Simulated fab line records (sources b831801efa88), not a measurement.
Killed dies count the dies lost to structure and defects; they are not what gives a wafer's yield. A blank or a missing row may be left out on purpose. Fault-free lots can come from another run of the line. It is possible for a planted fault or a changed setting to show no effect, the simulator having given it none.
Which tool is to blame? / flow gf180mcu / 24 lots with 72 wafers sampled at 5 steps, on a route of 602 steps

## WHAT THE GAUGES SHOWED, per wafer
GF_V3_THK_MEAS_03.
lot=L074; measured=day 21 01:16; on=filmMetro-02; V3_CVD_02_THK (nm)=839 853 852
lot=L075; measured=day 21 09:55; on=filmMetro-04; V3_CVD_02_THK (nm)=838 855 865
lot=L076; measured=day 21 22:00; on=filmMetro-02; V3_CVD_02_THK (nm)=839 839 851
lot=L077; measured=day 22 03:56; on=filmMetro-01; V3_CVD_02_THK (nm)=858 858 878
lot=L078; measured=day 22 12:50; on=filmMetro-02; V3_CVD_02_THK (nm)=855 844 882
lot=L079; measured=day 22 23:28; on=filmMetro-02; V3_CVD_02_THK (nm)=848 830 845
lot=L080; measured=day 23 14:41; on=filmMetro-02; V3_CVD_02_THK (nm)=843 870 871
lot=L081; measured=day 24 04:05; on=filmMetro-01; V3_CVD_02_THK (nm)=835 841 862
lot=L082; measured=day 24 10:01; on=filmMetro-01; V3_CVD_02_THK (nm)=847 841 857
lot=L083; measured=day 24 18:28; on=filmMetro-01; V3_CVD_02_THK (nm)=842 860 854
lot=L084; measured=day 25 01:40; on=filmMetro-04; V3_CVD_02_THK (nm)=842 851 855
lot=L085; measured=day 25 10:19; on=filmMetro-01; V3_CVD_02_THK (nm)=844 839 866
lot=L086; measured=day 25 19:11; on=filmMetro-04; V3_CVD_02_THK (nm)=840 854 857
lot=L087; measured=day 26 03:16; on=filmMetro-02; V3_CVD_02_THK (nm)=845 851 861
lot=L088; measured=day 26 15:22; on=filmMetro-04; V3_CVD_02_THK (nm)=837 850 854
lot=L089; measured=day 26 23:32; on=filmMetro-04; V3_CVD_02_THK (nm)=850 861 859
lot=L090; measured=day 27 07:27; on=filmMetro-02; V3_CVD_02_THK (nm)=859 846 869
lot=L091; measured=day 27 10:05; on=filmMetro-01; V3_CVD_02_THK (nm)=840 862 860
lot=L092; measured=day 27 16:47; on=filmMetro-01; V3_CVD_02_THK (nm)=837 837 849
lot=L093; measured=day 28 00:51; on=filmMetro-01; V3_CVD_02_THK (nm)=832 859 862
lot=L094; measured=day 28 01:11; on=filmMetro-01; V3_CVD_02_THK (nm)=843 852 849
lot=L095; measured=day 28 10:35; on=filmMetro-01; V3_CVD_02_THK (nm)=850 856 868
lot=L097; measured=day 28 17:46; on=filmMetro-04; V3_CVD_02_THK (nm)=842 841 843
lot=L096; measured=day 28 23:02; on=filmMetro-01; V3_CVD_02_THK (nm)=838 857 861

GF_M4_OVL_MEAS_15.
lot=L074; measured=day 23 02:39; on=overlay-01; M4_OVL (nm)=0 3 5
lot=L075; measured=day 23 09:51; on=overlay-02; M4_OVL (nm)=1 -4 2
lot=L076; measured=day 23 21:54; on=overlay-01; M4_OVL (nm)=2 -1 0
lot=L077; measured=day 24 04:15; on=overlay-02; M4_OVL (nm)=4 0 4
lot=L078; measured=day 24 15:04; on=overlay-02; M4_OVL (nm)=-5 -3 -9
lot=L079; measured=day 24 22:12; on=overlay-01; M4_OVL (nm)=7 11 10
lot=L080; measured=day 25 12:18; on=overlay-02; M4_OVL (nm)=4 4 5
lot=L081; measured=day 26 01:27; on=overlay-02; M4_OVL (nm)=2 9 7
lot=L082; measured=day 26 06:58; on=overlay-01; M4_OVL (nm)=-7 -11 3
lot=L083; measured=day 26 15:05; on=overlay-01; M4_OVL (nm)=-1 -1 -4
lot=L084; measured=day 26 21:48; on=overlay-02; M4_OVL (nm)=-1 2 3
lot=L085; measured=day 27 06:46; on=overlay-01; M4_OVL (nm)=1 -1 -3
lot=L086; measured=day 27 14:36; on=overlay-01; M4_OVL (nm)=-9 -4 -7
lot=L087; measured=day 27 22:12; on=overlay-02; M4_OVL (nm)=-1 1 9
lot=L088; measured=day 28 09:36; on=overlay-01; M4_OVL (nm)=7 8 -2
lot=L089; measured=day 28 17:43; on=overlay-02; M4_OVL (nm)=-5 -5 -1
lot=L090; measured=day 29 00:15; on=overlay-02; M4_OVL (nm)=-12 -10 -6
lot=L091; measured=day 29 02:48; on=overlay-01; M4_OVL (nm)=4 3 2
lot=L092; measured=day 29 10:07; on=overlay-01; M4_OVL (nm)=-4 -3 -7
lot=L093; measured=day 29 16:52; on=overlay-01; M4_OVL (nm)=2 4 5
lot=L094; measured=day 29 17:02; on=overlay-01; M4_OVL (nm)=-4 -1 -3
lot=L095; measured=day 30 02:31; on=overlay-01; M4_OVL (nm)=3 -4 6
lot=L097; measured=day 30 08:24; on=overlay-02; M4_OVL (nm)=-7 -1 -2
lot=L096; measured=day 30 13:40; on=overlay-01; M4_OVL (nm)=-1 -4 5

GF_M5_CD_MEAS_07: target cd 280 nm.
lot=L074; measured=day 26 00:34; on=cdSem-01; cdNm (nm)=279.4 279.4 278.8
lot=L075; measured=day 26 06:13; on=cdSem-02; cdNm (nm)=280.7 282.0 280.3
lot=L076; measured=day 26 16:59; on=cdSem-02; cdNm (nm)=281.5 281.4 281.7
lot=L077; measured=day 26 23:41; on=cdSem-01; cdNm (nm)=278.9 279.7 278.6
lot=L078; measured=day 27 09:55; on=cdSem-01; cdNm (nm)=282.1 282.3 281.6
lot=L079; measured=day 27 15:56; on=cdSem-01; cdNm (nm)=280.3 280.7 279.9
lot=L080; measured=day 28 05:01; on=cdSem-02; cdNm (nm)=279.4 279.7 278.9
lot=L081; measured=day 28 17:05; on=cdSem-01; cdNm (nm)=281.1 281.6 281.8
lot=L082; measured=day 28 21:59; on=cdSem-01; cdNm (nm)=281.6 281.2 281.9
lot=L083; measured=day 29 05:22; on=cdSem-01; cdNm (nm)=280.1 280.9 279.6
lot=L084; measured=day 29 11:47; on=cdSem-01; cdNm (nm)=280.3 278.7 279.9
lot=L085; measured=day 29 19:12; on=cdSem-02; cdNm (nm)=281.4 279.9 281.8
lot=L086; measured=day 30 02:44; on=cdSem-01; cdNm (nm)=280.5 280.2 281.5
lot=L087; measured=day 30 10:53; on=cdSem-01; cdNm (nm)=278.8 279.4 279.6
lot=L088; measured=day 30 20:27; on=cdSem-01; cdNm (nm)=280.4 279.0 279.1
lot=L089; measured=day 31 04:35; on=cdSem-01; cdNm (nm)=279.3 281.1 278.2
lot=L090; measured=day 31 10:21; on=cdSem-02; cdNm (nm)=280.1 279.6 279.2
lot=L091; measured=day 31 12:52; on=cdSem-02; cdNm (nm)=280.8 279.1 279.6
lot=L092; measured=day 31 19:25; on=cdSem-02; cdNm (nm)=277.1 277.2 277.9
lot=L093; measured=day 32 01:13; on=cdSem-01; cdNm (nm)=280.0 279.1 279.2
lot=L094; measured=day 32 02:14; on=cdSem-02; cdNm (nm)=280.7 279.8 280.5
lot=L095; measured=day 32 10:15; on=cdSem-02; cdNm (nm)=278.4 279.1 278.0
lot=L097; measured=day 32 15:42; on=cdSem-02; cdNm (nm)=279.9 280.1 279.9
lot=L096; measured=day 32 20:35; on=cdSem-02; cdNm (nm)=280.1 279.4 280.3

GF_V5_BOW_MEAS_05.
lot=L074; measured=day 26 02:02; on=filmMetro-02; V5_BOW (um)=153 144 145
lot=L075; measured=day 26 07:38; on=filmMetro-01; V5_BOW (um)=131 125 123
lot=L076; measured=day 26 18:32; on=filmMetro-02; V5_BOW (um)=123 124 129
lot=L077; measured=day 27 01:06; on=filmMetro-01; V5_BOW (um)=148 137 138
lot=L078; measured=day 27 11:19; on=filmMetro-01; V5_BOW (um)=127 128 128
lot=L079; measured=day 27 17:23; on=filmMetro-04; V5_BOW (um)=122 137 137
lot=L080; measured=day 28 06:27; on=filmMetro-02; V5_BOW (um)=130 144 136
lot=L081; measured=day 28 18:30; on=filmMetro-01; V5_BOW (um)=143 142 140
lot=L082; measured=day 28 23:41; on=filmMetro-01; V5_BOW (um)=142 143 138
lot=L083; measured=day 29 07:00; on=filmMetro-02; V5_BOW (um)=139 138 147
lot=L084; measured=day 29 13:14; on=filmMetro-04; V5_BOW (um)=137 140 131
lot=L085; measured=day 29 20:39; on=filmMetro-01; V5_BOW (um)=136 135 133
lot=L086; measured=day 30 04:12; on=filmMetro-01; V5_BOW (um)=121 119 127
lot=L087; measured=day 30 12:20; on=filmMetro-02; V5_BOW (um)=127 132 122
lot=L088; measured=day 30 21:55; on=filmMetro-04; V5_BOW (um)=132 145 134
lot=L089; measured=day 31 06:04; on=filmMetro-02; V5_BOW (um)=129 123 133
lot=L090; measured=day 31 11:53; on=filmMetro-01; V5_BOW (um)=134 135 112
lot=L091; measured=day 31 14:30; on=filmMetro-01; V5_BOW (um)=145 142 128
lot=L092; measured=day 31 20:52; on=filmMetro-02; V5_BOW (um)=128 131 134
lot=L093; measured=day 32 02:40; on=filmMetro-01; V5_BOW (um)=116 136 120
lot=L094; measured=day 32 03:41; on=filmMetro-01; V5_BOW (um)=139 142 141
lot=L095; measured=day 32 11:40; on=filmMetro-04; V5_BOW (um)=152 141 158
lot=L097; measured=day 32 17:25; on=filmMetro-01; V5_BOW (um)=116 133 126
lot=L096; measured=day 32 22:04; on=filmMetro-01; V5_BOW (um)=126 122 133

## WHAT TOOL EACH LOT RAN ON (gives the tool, then ch and the chambers of the sampled wafers, and finally the start)
lot=L074; GF_M5_STRIP_11=plasmaAsher-02 ch 0,1, day 26 00:52
lot=L075; GF_M5_STRIP_11=plasmaAsher-02 ch 0,1, day 26 06:31
lot=L076; GF_M5_STRIP_11=plasmaAsher-02 ch 0,1, day 26 17:25
lot=L077; GF_M5_STRIP_11=plasmaAsher-02 ch 0,1, day 27 00:00
lot=L078; GF_M5_STRIP_11=plasmaAsher-04 ch 0,1, day 27 10:12
lot=L079; GF_M5_STRIP_11=plasmaAsher-04 ch 0,1, day 27 16:14
lot=L080; GF_M5_STRIP_11=plasmaAsher-01 ch 0,1, day 28 05:18
lot=L081; GF_M5_STRIP_11=plasmaAsher-02 ch 0,1, day 28 17:24
lot=L082; GF_M5_STRIP_11=plasmaAsher-01 ch 0,1, day 28 22:17
lot=L083; GF_M5_STRIP_11=plasmaAsher-04 ch 0,1, day 29 05:47
lot=L084; GF_M5_STRIP_11=plasmaAsher-02 ch 0,1, day 29 12:06
lot=L085; GF_M5_STRIP_11=plasmaAsher-04 ch 0,1, day 29 19:29
lot=L086; GF_M5_STRIP_11=plasmaAsher-04 ch 0,1, day 30 03:02
lot=L087; GF_M5_STRIP_11=plasmaAsher-04 ch 0,1, day 30 11:12
lot=L088; GF_M5_STRIP_11=plasmaAsher-02 ch 0,1, day 30 20:46
lot=L089; GF_M5_STRIP_11=plasmaAsher-01 ch 0,1, day 31 04:53
lot=L090; GF_M5_STRIP_11=plasmaAsher-04 ch 0,1, day 31 10:40
lot=L091; GF_M5_STRIP_11=plasmaAsher-01 ch 0,1, day 31 13:17
lot=L092; GF_M5_STRIP_11=plasmaAsher-02 ch 0,1, day 31 19:43
lot=L093; GF_M5_STRIP_11=plasmaAsher-01 ch 0,1, day 32 01:31
lot=L094; GF_M5_STRIP_11=plasmaAsher-02 ch 0,1, day 32 02:33
lot=L095; GF_M5_STRIP_11=plasmaAsher-01 ch 0,1, day 32 10:32
lot=L097; GF_M5_STRIP_11=plasmaAsher-04 ch 0,1, day 32 15:59
lot=L096; GF_M5_STRIP_11=plasmaAsher-02 ch 0,1, day 32 20:53
- GF_M5_STRIP_11: strips in O2/N2.

## AS READ BY THE TOOLS THEMSELVES (means over the sampled wafers that have a number; for cases with no such wafer, the mark the record gives instead)
GF_M5_STRIP_11.
lot=L074; tool=plasmaAsher-02; chamberPressureMTorr (mTorr)=1499.7; drypumpMotorCurrentA (A)=6.27; heaterPowerW (W)=372; oesProductAu (a.u.)=0.517; stripTimeToEndpointS (s)=6.98
lot=L075; tool=plasmaAsher-02; chamberPressureMTorr (mTorr)=1498.9; drypumpMotorCurrentA (A)=6.26; heaterPowerW (W)=370; oesProductAu (a.u.)=0.518; stripTimeToEndpointS (s)=6.98
lot=L076; tool=plasmaAsher-02; chamberPressureMTorr (mTorr)=1498.3; drypumpMotorCurrentA (A)=6.25; heaterPowerW (W)=378; oesProductAu (a.u.)=0.527; stripTimeToEndpointS (s)=7.11
lot=L077; tool=plasmaAsher-02; chamberPressureMTorr (mTorr)=1500.8; drypumpMotorCurrentA (A)=6.17; heaterPowerW (W)=366; oesProductAu (a.u.)=0.517; stripTimeToEndpointS (s)=6.97
lot=L078; tool=plasmaAsher-04; chamberPressureMTorr (mTorr)=1500.9; drypumpMotorCurrentA (A)=5.98; heaterPowerW (W)=326; oesProductAu (a.u.)=0.527; stripTimeToEndpointS (s)=7.10
lot=L079; tool=plasmaAsher-04; chamberPressureMTorr (mTorr)=1499.4; drypumpMotorCurrentA (A)=5.73; heaterPowerW (W)=324; oesProductAu (a.u.)=0.520; stripTimeToEndpointS (s)=7.01
lot=L080; tool=plasmaAsher-01; chamberPressureMTorr (mTorr)=1500.2; drypumpMotorCurrentA (A)=5.83; heaterPowerW (W)=353; oesProductAu (a.u.)=0.521; stripTimeToEndpointS (s)=7.01
lot=L081; tool=plasmaAsher-02; chamberPressureMTorr (mTorr)=1501.6; drypumpMotorCurrentA (A)=6.18; heaterPowerW (W)=369; oesProductAu (a.u.)=0.525; stripTimeToEndpointS (s)=7.11
lot=L082; tool=plasmaAsher-01; chamberPressureMTorr (mTorr)=1498.1; drypumpMotorCurrentA (A)=5.90; heaterPowerW (W)=340; oesProductAu (a.u.)=0.526; stripTimeToEndpointS (s)=7.05
lot=L083; tool=plasmaAsher-04; chamberPressureMTorr (mTorr)=1500.3; drypumpMotorCurrentA (A)=5.71; heaterPowerW (W)=321; oesProductAu (a.u.)=0.517; stripTimeToEndpointS (s)=7.00
lot=L084; tool=plasmaAsher-02; chamberPressureMTorr (mTorr)=1499.2; drypumpMotorCurrentA (A)=6.13; heaterPowerW (W)=372; oesProductAu (a.u.)=0.519; stripTimeToEndpointS (s)=7.02
lot=L085; tool=plasmaAsher-04; chamberPressureMTorr (mTorr)=1499.9; drypumpMotorCurrentA (A)=5.96; heaterPowerW (W)=324; oesProductAu (a.u.)=0.521; stripTimeToEndpointS (s)=7.04
lot=L086; tool=plasmaAsher-04; chamberPressureMTorr (mTorr)=1500.6; drypumpMotorCurrentA (A)=5.73; heaterPowerW (W)=323; oesProductAu (a.u.)=0.521; stripTimeToEndpointS (s)=7.06
lot=L087; tool=plasmaAsher-04; chamberPressureMTorr (mTorr)=1500.8; drypumpMotorCurrentA (A)=5.97; heaterPowerW (W)=327; oesProductAu (a.u.)=0.519; stripTimeToEndpointS (s)=7.00
lot=L088; tool=plasmaAsher-02; chamberPressureMTorr (mTorr)=1498.0; drypumpMotorCurrentA (A)=6.26; heaterPowerW (W)=375; oesProductAu (a.u.)=0.522; stripTimeToEndpointS (s)=6.96
lot=L089; tool=plasmaAsher-01; chamberPressureMTorr (mTorr)=1500.9; drypumpMotorCurrentA (A)=5.81; heaterPowerW (W)=351; oesProductAu (a.u.)=0.521; stripTimeToEndpointS (s)=6.97
lot=L090; tool=plasmaAsher-04; chamberPressureMTorr (mTorr)=1499.3; drypumpMotorCurrentA (A)=5.97; heaterPowerW (W)=331; oesProductAu (a.u.)=0.517; stripTimeToEndpointS (s)=7.03
lot=L091; tool=plasmaAsher-01; chamberPressureMTorr (mTorr)=1499.1; drypumpMotorCurrentA (A)=5.89; heaterPowerW (W)=329; oesProductAu (a.u.)=0.520; stripTimeToEndpointS (s)=7.09
lot=L092; tool=plasmaAsher-02; chamberPressureMTorr (mTorr)=1499.4; drypumpMotorCurrentA (A)=6.28; heaterPowerW (W)=374; oesProductAu (a.u.)=0.527; stripTimeToEndpointS (s)=7.04
lot=L093; tool=plasmaAsher-01; chamberPressureMTorr (mTorr)=1499.5; drypumpMotorCurrentA (A)=5.88; heaterPowerW (W)=332; oesProductAu (a.u.)=0.523; stripTimeToEndpointS (s)=7.06
lot=L094; tool=plasmaAsher-02; chamberPressureMTorr (mTorr)=1499.3; drypumpMotorCurrentA (A)=6.19; heaterPowerW (W)=370; oesProductAu (a.u.)=0.521; stripTimeToEndpointS (s)=7.04
lot=L095; tool=plasmaAsher-01; chamberPressureMTorr (mTorr)=1500.3; drypumpMotorCurrentA (A)=5.82; heaterPowerW (W)=349; oesProductAu (a.u.)=0.525; stripTimeToEndpointS (s)=7.03
lot=L097; tool=plasmaAsher-04; chamberPressureMTorr (mTorr)=1499.6; drypumpMotorCurrentA (A)=5.96; heaterPowerW (W)=327; oesProductAu (a.u.)=0.519; stripTimeToEndpointS (s)=7.04
lot=L096; tool=plasmaAsher-02; chamberPressureMTorr (mTorr)=1499.7; drypumpMotorCurrentA (A)=6.16; heaterPowerW (W)=368; oesProductAu (a.u.)=0.529; stripTimeToEndpointS (s)=7.09

## THE ANSWER, worked out from the rows above alone
Rule: the lots themselves supply what counts as usual. Put in order of their means at a reading, lots are off if they are a third of the lots or fewer, leave a main group of 4 or more, and stand apart from it by a gap of 3 or more times the standard deviation of the main group's means; of several such gaps the widest counts. If all means in a main group match to the digits the tables above print for the reading, that group is not used. Also off: a lot with no number at a reading for which 4 or more lots have one. Where the step has rows for the other lots, those lots are counted as sound. First the gauges in route order, then the tools' own readings, where a lot's mean is used as printed above. The first step at which some lot is off is used, and at that step the reading that is off furthest; a lot without a number counts as furthest.
No lot is off at any reading shown: from this, nothing can be told.

## WHAT THE SIMULATOR HAD PUT IN
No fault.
